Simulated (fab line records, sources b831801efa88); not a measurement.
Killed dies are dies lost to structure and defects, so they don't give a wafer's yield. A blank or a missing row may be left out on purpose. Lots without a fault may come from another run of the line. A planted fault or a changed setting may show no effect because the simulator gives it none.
fab line records | flow gf180mcu | part 1 of 2: steps 1 to 28 of 35
record lots=5 wafers=15 last_day=34
route steps=602 shown SALICIDE@285 CONTACT@287 M1@315
lots that met no fault: from a run of the same line without faults
start_h: hours from the record's first day to the start of the lot's first wafer shown | wait_h: hours since the lot's step before | " the same as in the row above | L1.1+2: a row that stands for several wafers | - no value, or no start given | * or withheld: withheld | < > ~ a bound
route shown NAME@n: a module of which the file shows steps, and the number in the route of the first | usual: mean/standard deviation of fault-free wafers | same: alike in all rows | chamber/n: place in a boat | sites: the reading at each site | _std_site: their standard deviation | _edge_site: outer sites' mean less inner sites' | radius_mm: how far each site lies from the wafer's centre | mask NAME#n: copy n | behind: the tool/chamber that last shaped the wafer | hold: why the lot was held/for how many hours/how that ended | device: the transistor (n, p or np) that didn't switch | end of line: the same wafers' tests at the end of the route | a step without rows: its recipe alone | killed: dies lost to structure and defects at the first sort, not the wafer's yield | map: a wafer's dies, x killed, . not, _ none there
set.NAME: the setting as run; set.NAME@STEP: as run at that earlier step | model.NAME: the simulator's own value behind a step, which no gauge read
lots at some steps of the route; a table a step, a row a wafer
services: from which hour (start_h, from the record's first day; less than 0 if before it) a tool's chamber was out of use, for how many hours, and why
## steps
# step GF_SALICIDE_WET_ETCH_07
# recipe chemistry=SPM target_depth_nm=120 dry=n2_spin
# columns lot.wafer tool chamber start_h wait_h
L082.1+2+4 wet_bench-03 3 410.73 0.1
L083.1+3+6 wet_bench-03 1 421.06 0.1
L086.2+3+5 wet_bench-02 3 447.98 0.1
L087.4+5+6 wet_bench-03 0 451.26 0.0
L095.2+3+5 wet_bench-02 1 518.56 0.1
# step GF_SALICIDE_RTA_08
# recipe temp_c=800 time_s=30 ambient=N2
# usual lamp_power_pct=18.6/0.53 wafer_temp_C_max=802.9/0.57
# columns lot.wafer tool chamber start_h wait_h lamp_power_pct wafer_temp_C_max
L082.1 rtp_anneal-02 0 410.82 0.0 18.0 802.8
L082.2 " 0 " " 18.0 803.4
L082.4 " 0 " " 18.0 802.2
L083.1 rtp_anneal-02 0 421.16 0.0 18.0 802.4
L083.3 " 0 " " 18.0 802.8
L083.6 " 0 " " 18.0 802.7
L086.2 rtp_anneal-02 0 448.09 0.0 18.0 802.7
L086.3 " 0 " " 18.0 802.8
L086.5 " 0 " " 18.0 802.9
L087.4 rtp_anneal-01 0 451.40 0.1 19.1 803.9
L087.5 " 0 " " 19.0 802.9
L087.6 " 0 " " 19.1 803.0
L095.2 rtp_anneal-01 0 518.67 0.0 19.1 804.0
L095.3 " 0 " " 19.0 802.9
L095.5 " 0 " " 19.0 802.7
# step GF_CONTACT_CVD_00
# recipe material=SiO2 target_thk_nm=300 sigma_open_frac=0.3 temp_c=400 time_s=50 sih4_flow_sccm=60 pressure_mtorr=6
# columns lot.wafer tool chamber start_h wait_h
L082.1+2+4 hdpcvd-02 2,1,2 410.92 0.1
L083.1+3+6 hdpcvd-02 0,2,1 421.26 0.1
L086.2+3+5 hdpcvd-02 0,1,2 448.18 0.1
L087.4+5+6 hdpcvd-01 2,0,1 451.47 0.1
L095.2+3+5 hdpcvd-02 1,0,1 518.75 0.1
# step GF_CONTACT_THK_MEAS_01
# recipe reads=SiO2_of_CONTACT_CVD_00
# usual CONTACT_CVD_00_THK=302/3.6
# columns lot.wafer tool chamber start_h wait_h CONTACT_CVD_00_THK[nm]
L082.1 film_metro-01 - 410.97 0.0 305
L082.2 " - " " 299
L082.4 " - " " 311
L083.1 film_metro-01 - 421.31 0.0 303
L083.3 " - " " 309
L083.6 " - " " 303
L086.2 film_metro-03 - 448.23 0.0 304
L086.3 " - " " 300
L086.5 " - " " 307
L087.4 film_metro-03 - 451.52 0.0 301
L087.5 " - " " 301
L087.6 " - " " 301
L095.2 film_metro-04 - 518.83 0.1 294
L095.3 " - " " 300
L095.5 " - " " 299
# step GF_CONTACT_CVD_02
# recipe material=SiO2 target_thk_nm=860 precursor=TEOS temp_c=400 time_s=95.992 rf_w=600
# usual heater_power_w=631/91
# columns lot.wafer tool chamber start_h wait_h heater_power_w since_wet_clean_h
L082.1 pecvd-02 1 411.03 0.1 662 445
L082.2 " 2 " " 596 445
L082.4 " 0 " " 547 -
L083.1 pecvd-03 1 421.37 0.1 531 663
L083.3 " 2 " " 692 663
L083.6 " 0 " " 658 -
L086.2 pecvd-04 0 448.28 0.0 532 65
L086.3 " 1 " " 670 65
L086.5 " 0 " " 555 -
L087.4 pecvd-02 0 451.59 0.1 540 -
L087.5 " 1 " " 721 -
L087.6 " 2 " " 554 -
L095.2 pecvd-03 2 518.88 0.0 734 761
L095.3 " 1 " " 635 761
L095.5 " 2 " " 794 -
# step GF_CONTACT_THK_MEAS_03
# recipe reads=SiO2_of_CONTACT_CVD_02
# usual CONTACT_CVD_02_THK=861/12
# columns lot.wafer tool chamber start_h wait_h CONTACT_CVD_02_THK[nm]
L082.1 film_metro-04 - 411.10 0.0 870
L082.2 " - " " 842
L082.4 " - " " 871
L083.1 film_metro-03 - 421.44 0.0 849
L083.3 " - " " 846
L083.6 " - " " 869
L086.2 film_metro-01 - 448.36 0.0 859
L086.3 " - " " 861
L086.5 " - " " 865
L087.4 film_metro-03 - 451.65 0.0 854
L087.5 " - " " 867
L087.6 " - " " 864
L095.2 film_metro-01 - 518.96 0.0 846
L095.3 " - " " 856
L095.5 " - " " 861
# step GF_CONTACT_CMP_04
# recipe material=SiO2 down_force_psi=4 platen_rpm=60 pad_velocity_m_s=0.94248
# usual head_pressure_psi=3.999/0.0084 motor_current_A=12.0/0.8 slurry_filter_dp_kPa=13.48/0.14 time_to_endpoint_s=111/7.8
# columns lot.wafer tool chamber start_h wait_h head_pressure_psi motor_current_A slurry_filter_dp_kPa time_to_endpoint_s
L082.4 cmp-02 1 411.21 0.1 4.005 12.8 13.33 110
L082.2 " 2 " " 4.009 13.0 13.33 97
L082.1 " 3 " " 3.999 11.0 13.32 97
L083.3 cmp-01 1 421.50 0.0 3.995 11.5 13.68 102
L083.1 " 2 " " 3.989 10.6 13.34 107
L083.6 " 1 " " 3.976 11.5 13.45 110
L086.3 cmp-01 3 448.46 0.1 3.988 12.6 13.07 118
L086.2 " 1 " " 4.002 11.1 13.66 109
L086.5 " 2 " " 3.994 10.4 13.42 110
L087.4 cmp-01 2 451.83 0.2 4.004 11.0 13.47 108
L087.5 " 3 " " 3.998 12.3 13.37 117
L087.6 " 0 " " 3.992 12.5 13.71 113
L095.2 cmp-02 2 519.11 0.1 4.004 13.3 13.67 101
L095.3 " 3 " " 4.011 10.2 13.50 98
L095.5 " 1 " " 4.006 12.6 13.54 106
# step GF_CONTACT_BOW_MEAS_05
# recipe mode=bow
# usual CONTACT_BOW=65/6.8
# columns lot.wafer tool chamber start_h wait_h CONTACT_BOW[um]
L082.1 film_metro-01 - 411.46 0.1 52
L082.2 " - " " 62
L082.4 " - " " 58
L083.1 film_metro-04 - 421.80 0.2 65
L083.3 " - " " 74
L083.6 " - " " 72
L086.2 film_metro-04 - 448.73 0.1 57
L086.3 " - " " 59
L086.5 " - " " 71
L087.4 film_metro-03 - 452.04 0.2 64
L087.5 " - " " 66
L087.6 " - " " 67
L095.2 film_metro-01 - 519.33 0.2 70
L095.3 " - " " 52
L095.5 " - " " 65
# step GF_CONTACT_DEHYDRATE_06
# recipe temp_c=200 time_s=60
# usual heater_power_total_W=160.36/0.13
# columns lot.wafer tool chamber start_h wait_h heater_power_total_W
L082.1 litho_track-03 0 422.87 11.4 160.55
L082.2 " 0 " " 160.35
L082.4 " 0 " " 160.23
L083.1 litho_track-04 0 433.36 11.5 160.44
L083.3 " 0 " " 160.41
L083.6 " 0 " " 160.63
L086.2 litho_track-01 0 460.65 11.9 160.33
L086.3 " 0 " " 160.17
L086.5 " 0 " " 160.24
L087.4 litho_track-01 0 463.70 11.6 160.30
L087.5 " 0 " " 160.20
L087.6 " 0 " " 160.29
L095.2 litho_track-01 0 529.80 10.5 160.41
L095.3 " 0 " " 160.15
L095.5 " 0 " " 160.38
# step GF_CONTACT_HMDS_07
# recipe prime_time_s=60 prime_temp_c=120
# columns lot.wafer tool chamber start_h wait_h
L082.1+2+4 litho_track-03 0 423.02 0.1
L083.1+3+6 litho_track-04 0 433.51 0.1
L086.2+3+5 litho_track-01 0 460.80 0.1
L087.4+5+6 litho_track-01 0 463.85 0.1
L095.2+3+5 litho_track-01 0 529.95 0.1
# step GF_CONTACT_COAT_08
# recipe resist=BARC temp_c=withheld time_s=withheld spin_rpm=withheld resist_thk_nm=withheld
# columns lot.wafer tool chamber start_h wait_h
L082.1+2+4 litho_track-03 0 423.17 0.1
L083.1+3+6 litho_track-04 0 433.66 0.1
L086.2+3+5 litho_track-01 0 460.95 0.1
L087.4+5+6 litho_track-01 0 464.00 0.1
L095.2+3+5 litho_track-01 0 530.10 0.1
# step GF_CONTACT_COAT_09
# recipe resist=KrF spin_rpm=withheld resist_thk_nm=1000
# columns lot.wafer tool chamber start_h wait_h
L082.1+2+4 litho_track-03 0 - -
L083.1+3+6 litho_track-04 0 - -
L086.2+3+5 litho_track-01 0 - -
L087.4+5+6 litho_track-01 0 - -
L095.2+3+5 litho_track-01 0 - -
# step GF_CONTACT_SOFTBAKE_10
# recipe temp_c=130 time_s=60 resist=KrF
# usual heater_power_total_W=93.05/0.065
# columns lot.wafer tool chamber start_h wait_h heater_power_total_W
L082.1 litho_track-03 0 - - 93.08
L082.2 " 0 " " 93.06
L082.4 " 0 " " 93.18
L083.1 litho_track-04 0 - - 92.90
L083.3 " 0 " " 93.14
L083.6 " 0 " " 93.07
L086.2 litho_track-01 0 - - 93.11
L086.3 " 0 " " 93.04
L086.5 " 0 " " 93.02
L087.4 litho_track-01 0 - - 93.11
L087.5 " 0 " " 93.06
L087.6 " 0 " " 92.96
L095.2 litho_track-01 0 - - 92.99
L095.3 " 0 " " 92.95
L095.5 " 0 " " 93.09
# step GF_CONTACT_EXPOSE_11
# recipe mask_id=Contact target_cd_nm=220 na=0.68 source_shape=conventional sigma_outer=0.6 dose_mj=38
# columns lot.wafer tool chamber start_h wait_h mask
L082.1+2+4 krf_scanner-01 0 - - Contact#0
L083.1+3+6 krf_scanner-02 0 - - Contact#0
L086.2+3+5 krf_scanner-02 0 - - Contact#0
L087.4+5+6 krf_scanner-01 0 - - Contact#0
L095.2+3+5 krf_scanner-01 0 - - Contact#0
# step GF_CONTACT_PEB_12
# recipe peb_temp_c=135 peb_time_s=90 resist=KrF
# usual heater_power_total_W=85.70/0.083
# columns lot.wafer tool chamber start_h wait_h heater_power_total_W
L082.1 litho_track-03 0 - - 85.74
L082.2 " 0 " " 85.69
L082.4 " 0 " " 85.59
L083.1 litho_track-04 0 - - 85.67
L083.3 " 0 " " 85.59
L083.6 " 0 " " 85.68
L086.2 litho_track-04 0 - - 85.57
L086.3 " 0 " " 85.83
L086.5 " 0 " " 85.69
L087.4 litho_track-04 0 - - 85.69
L087.5 " 0 " " 85.70
L087.6 " 0 " " 85.80
L095.2 litho_track-03 0 - - 85.68
L095.3 " 0 " " 85.71
L095.5 " 0 " " 85.78
# step GF_CONTACT_DEVELOP_13
# recipe develop_time_s=60 resist=KrF dev_temp_c=21
# columns lot.wafer tool chamber start_h wait_h
L082.1+2+4 litho_track-03 0 436.12 0.2
L083.1+3+6 litho_track-04 0 446.11 0.2
L086.2+3+5 litho_track-04 0 472.83 0.2
L087.4+5+6 litho_track-04 0 476.18 0.1
L095.2+3+5 litho_track-03 0 542.00 0.2
# step GF_CONTACT_CD_MEAS_14
# recipe target_cd_nm=220
# usual cd_nm=220.5/1.2
# columns lot.wafer tool chamber start_h wait_h cd_nm
L082.1 cd_sem-02 - 436.27 0.1 220.4
L082.2 " - " " 221.0
L082.4 " - " " 220.0
L083.1 cd_sem-01 - 446.26 0.1 222.9
L083.3 " - " " 221.7
L083.6 " - " " 223.1
L086.2 cd_sem-02 - 472.98 0.1 221.2
L086.3 " - " " 221.6
L086.5 " - " " 220.8
L087.4 cd_sem-02 - 476.32 0.1 220.6
L087.5 " - " " 220.4
L087.6 " - " " 221.2
L095.2 cd_sem-01 - 542.14 0.1 219.2
L095.3 " - " " 219.1
L095.5 " - " " 218.3
# step GF_CONTACT_OVL_MEAS_15
# usual CONTACT_OVL=-3/6.3
# columns lot.wafer tool chamber start_h wait_h CONTACT_OVL[nm]
L082.1 overlay-01 - 436.39 0.1 -4
L082.2 " - " " -6
L082.4 " - " " -7
L083.1 overlay-01 - 446.38 0.1 -1
L083.3 " - " " -4
L083.6 " - " " -4
L086.2 overlay-02 - 473.08 0.1 -11
L086.3 " - " " -17
L086.5 " - " " -11
L087.4 overlay-02 - 476.39 0.1 0
L087.5 " - " " -1
L087.6 " - " " -5
L095.2 overlay-01 - 542.25 0.1 -5
L095.3 " - " " -7
L095.5 " - " " -3
# step GF_CONTACT_ETCH_16
# recipe chemistry=N2/H2 target_depth_a=withheld overetch_a=withheld time_s=withheld target=BARC ion_energy_ev=200 source_w=500 bias_w=100 pressure_mtorr=30 n2_flow_sccm=100 h2_flow_sccm=200
# usual chamber_pressure_mTorr=30.00/0.032 drypump_motor_current_A=5.8/0.55 h2_flow_sccm=200.0/0.66 oes_product_au=0.855/0.0046 throttle_valve_pct=13.224/0.009
# columns lot.wafer tool chamber start_h wait_h chamber_pressure_mTorr drypump_motor_current_A h2_flow_sccm oes_product_au throttle_valve_pct
L082.1 rie_diel-01 1 436.43 0.0 30.00 5.5 200.6 0.856 13.239
L082.2 " 2 " " 30.04 5.8 200.1 0.848 13.236
L082.4 " 3 " " 30.00 5.6 199.9 0.849 13.229
L083.1 rie_diel-03 1 446.41 0.0 30.01 4.8 198.9 0.859 13.203
L083.3 " 3 " " 30.00 6.3 200.6 0.860 13.222
L083.6 " 1 " " 29.96 4.9 199.5 0.847 13.222
L086.2 rie_diel-02 2 473.11 0.0 29.99 5.1 200.1 0.858 13.231
L086.3 " 3 " " 30.02 5.7 199.1 0.855 13.235
L086.5 " 0 " " 29.99 6.4 201.1 0.856 13.211
L087.4 rie_diel-03 1 476.41 0.0 30.04 4.8 199.1 0.866 13.227
L087.5 " 3 " " 30.04 6.3 201.1 0.848 13.215
L087.6 " 0 " " 30.01 6.6 199.4 0.852 13.221
L095.2 rie_diel-03 0 542.28 0.0 29.97 6.6 199.8 0.845 13.215
L095.3 " 1 " " 29.99 4.9 199.9 0.863 13.212
L095.5 " 2 " " 29.96 5.6 199.6 0.858 13.220
# step GF_CONTACT_ETCH_17
# recipe chemistry=C4F8/O2/Ar mask_material=KrF target=SiO2 stop_on=CoSi2 source_w=1500 bias_w=1200 pressure_mtorr=40 c4f8_flow_sccm=withheld O2_flow_sccm=6 Ar_flow_sccm=300 time_s=withheld target_depth_a=8600
# usual chamber_pressure_mTorr=40.00/0.033 oes_product_au=0.815/0.0047
# columns lot.wafer tool chamber start_h wait_h chamber_pressure_mTorr oes_product_au
L082.1 rie_diel-01 1 - - 39.97 0.811
L082.2 " 2 " " 40.00 0.822
L082.4 " 3 " " 39.97 0.816
L083.1 rie_diel-03 1 - - 39.98 0.815
L083.3 " 3 " " 40.01 0.823
L083.6 " 1 " " 39.98 0.812
L086.2 rie_diel-02 2 - - 40.01 0.816
L086.3 " 3 " " 40.01 0.813
L086.5 " 0 " " 40.00 0.816
L087.4 rie_diel-03 1 - - 40.00 0.814
L087.5 " 3 " " 39.97 0.817
L087.6 " 0 " " 39.99 0.815
L095.2 rie_diel-03 0 - - 39.98 0.814
L095.3 " 1 " " 40.04 0.804
L095.5 " 2 " " 40.07 0.815
# step GF_CONTACT_STRIP_18
# recipe chemistry=O2/N2 power_w=1400 pressure_mtorr=1500 platen_temp_c=250 o2_flow_sccm=3000 n2_flow_sccm=300 overash_fraction=0.5
# usual chamber_pressure_mTorr=1500.3/1.5 drypump_motor_current_A=5.5/0.8 heater_power_w=294/23 oes_product_au=0.579/0.0048
# same overash_fraction=0.5
# columns lot.wafer tool chamber start_h wait_h chamber_pressure_mTorr drypump_motor_current_A heater_power_w oes_product_au rf_hours_counter_h
L082.1 plasma_asher-02 1 436.59 - 1501.7 6.6 271 0.579 32
L082.2 " 0 " " 1500.6 4.8 299 0.588 32
L082.4 " 1 " " 1500.8 6.6 264 0.581 -
L083.1 plasma_asher-01 1 446.57 - 1502.2 4.9 282 0.576 1
L083.3 " 1 " " 1500.4 4.9 289 0.585 -
L083.6 " 1 " " 1498.2 4.9 290 0.568 -
L086.2 plasma_asher-02 1 473.27 - 1500.3 6.5 268 0.579 37
L086.3 " 1 " " 1501.2 6.6 259 0.575 -
L086.5 " 0 " " 1500.8 4.8 306 0.584 -
L087.4 plasma_asher-04 0 476.61 - 1502.7 4.7 307 0.576 -
L087.5 " 0 " " 1497.8 4.7 313 0.579 -
L087.6 " 1 " " 1499.3 5.1 261 0.581 -
L095.2 plasma_asher-04 1 542.44 - 1498.8 5.1 256 0.578 90
L095.3 " 0 " " 1501.3 4.7 320 0.577 -
L095.5 " 0 " " 1499.1 4.7 318 0.583 -
# step GF_CONTACT_CLEAN_19
# recipe chemistry=SPM
# columns lot.wafer tool chamber start_h wait_h
L082.1+2+4 wet_bench-03 1 436.69 0.1
L083.1+3+6 wet_bench-04 2 446.67 0.1
L086.2+3+5 wet_bench-04 1 473.37 0.1
L087.4+5+6 wet_bench-03 1 476.67 0.0
L095.2+3+5 wet_bench-03 3 542.54 0.1
# step GF_CONTACT_CLEAN_20
# recipe chemistry=DIW
# columns lot.wafer tool chamber start_h wait_h
L082.1+2+4 wet_bench-04 2 436.78 0.0
L083.1+3+6 wet_bench-01 2 446.77 0.0
L086.2+3+5 wet_bench-01 2 473.47 0.0
L087.4+5+6 wet_bench-04 1 476.77 0.0
L095.2+3+5 wet_bench-01 2 542.63 0.0
# step GF_CONTACT_CLEAN_21
# recipe chemistry=dHF time_s=20 dilution=100:1 dry=ipa_marangoni
# columns lot.wafer tool chamber start_h wait_h
L082.1+2+4 wet_bench-03 0 436.87 0.0
L083.1+3+6 wet_bench-03 3 446.86 0.0
L086.2+3+5 wet_bench-04 2 473.56 0.0
L087.4+5+6 wet_bench-03 1 476.87 0.0
L095.2+3+5 wet_bench-03 0 542.72 0.0
# step GF_CONTACT_SPUTTER_22
# recipe material=Ti target_thk_nm=15 chamber_pressure_pa=5 power_w=2500 substrate_temp_c=200 time_s=80.02
# usual chamber_pressure_pa=4.999/0.011 throttle_valve_pct=29.2/1.4
# columns lot.wafer tool chamber start_h wait_h chamber_pressure_pa throttle_valve_pct
L082.1 pvd_sputter-04 - 436.89 0.0 4.981 29.7
L082.2 " - " " 4.998 28.2
L082.4 " - " " 4.991 28.3
L083.1 pvd_sputter-04 - 446.87 0.0 4.994 30.6
L083.3 " - " " 5.001 30.0
L083.6 " - " " 4.991 28.2
L086.2 pvd_sputter-02 - 473.57 0.0 4.998 30.3
L086.3 " - " " 4.979 29.8
L086.5 " - " " 5.016 28.3
L087.4 pvd_sputter-02 - 476.88 0.0 4.994 30.3
L087.5 " - " " 4.983 30.5
L087.6 " - " " 5.006 28.5
L095.2 pvd_sputter-02 - 542.74 0.0 4.991 28.0
L095.3 " - " " 4.994 30.3
L095.5 " - " " 4.988 26.4
# step GF_CONTACT_SPUTTER_23
# recipe material=TiN target_thk_nm=10 chamber_pressure_pa=5 power_w=4000 time_s=40
# usual chamber_pressure_pa=5.000/0.011 throttle_valve_pct=29.2/1.4
# columns lot.wafer tool chamber start_h wait_h chamber_pressure_pa throttle_valve_pct
L082.1 pvd_sputter-04 - 436.95 0.0 4.991 29.8
L082.2 " - " " 4.977 28.1
L082.4 " - " " 5.007 28.3
L083.1 pvd_sputter-04 - 446.93 0.0 5.004 30.7
L083.3 " - " " 5.002 29.8
L083.6 " - " " 4.991 28.4
L086.2 pvd_sputter-02 - 473.63 0.0 5.003 30.4
L086.3 " - " " 5.006 29.8
L086.5 " - " " 5.008 28.1
L087.4 pvd_sputter-02 - 476.94 0.0 5.009 30.4
L087.5 " - " " 5.020 30.2
L087.6 " - " " 5.006 28.3
L095.2 pvd_sputter-02 - 542.80 0.0 5.009 28.3
L095.3 " - " " 4.986 30.6
L095.5 " - " " 5.007 26.5
# step GF_CONTACT_CVD_24
# recipe material=W target_thk_nm=300 time_s=90.339 temp_c=400 pressure_torr=40
# usual chamber_pressure_Torr=40.00/0.098 heater_power_w=803/150
# columns lot.wafer tool chamber start_h wait_h chamber_pressure_Torr heater_power_w since_wet_clean_h
L082.1 cvd_w-02 1 436.99 0.0 40.29 698 33
L082.2 " 0 " " 39.90 638 33
L082.4 " 0 " " 39.98 632 -
L083.1 cvd_w-02 1 446.97 0.0 39.95 717 43
L083.3 " 1 " " 39.92 720 -
L083.6 " 0 " " 40.01 622 -
L086.2 cvd_w-01 0 473.67 0.0 39.99 1073 570
L086.3 " 1 " " 40.06 916 -
L086.5 " 1 " " 40.10 903 -
L087.4 cvd_w-01 0 477.01 0.1 40.13 1054 -
L087.5 " 0 " " 39.93 1051 -
L087.6 " 1 " " 40.02 893 -
L095.2 cvd_w-02 1 542.84 0.0 39.91 724 139
L095.3 " 1 " " 40.04 727 -
L095.5 " 1 " " 39.82 728 -
# step GF_CONTACT_RS_MEAS_25
# recipe thk_meas_gauge=four-point-probe reads=W_of_CONTACT_CVD_24+TiN_of_CONTACT_SPUTTER_23+Ti_of_CONTACT_SPUTTER_22
# usual CONTACT_W_RS=0.386/0.0053
# columns lot.wafer tool chamber start_h wait_h CONTACT_W_RS[ohm/sq]
L082.1 film_metro-01 - 437.09 0.1 0.392
L082.2 " - " " 0.387
L082.4 " - " " 0.385
L083.1 film_metro-04 - 447.07 0.1 0.388
L083.3 " - " " 0.384
L083.6 " - " " 0.386
L086.2 film_metro-04 - 473.79 0.1 0.380
L086.3 " - " " 0.384
L086.5 " - " " 0.384
L087.4 film_metro-03 - 477.14 0.1 0.383
L087.5 " - " " 0.384
L087.6 " - " " 0.388
L095.2 film_metro-01 - 542.96 0.1 0.393
L095.3 " - " " 0.390
L095.5 " - " " 0.394
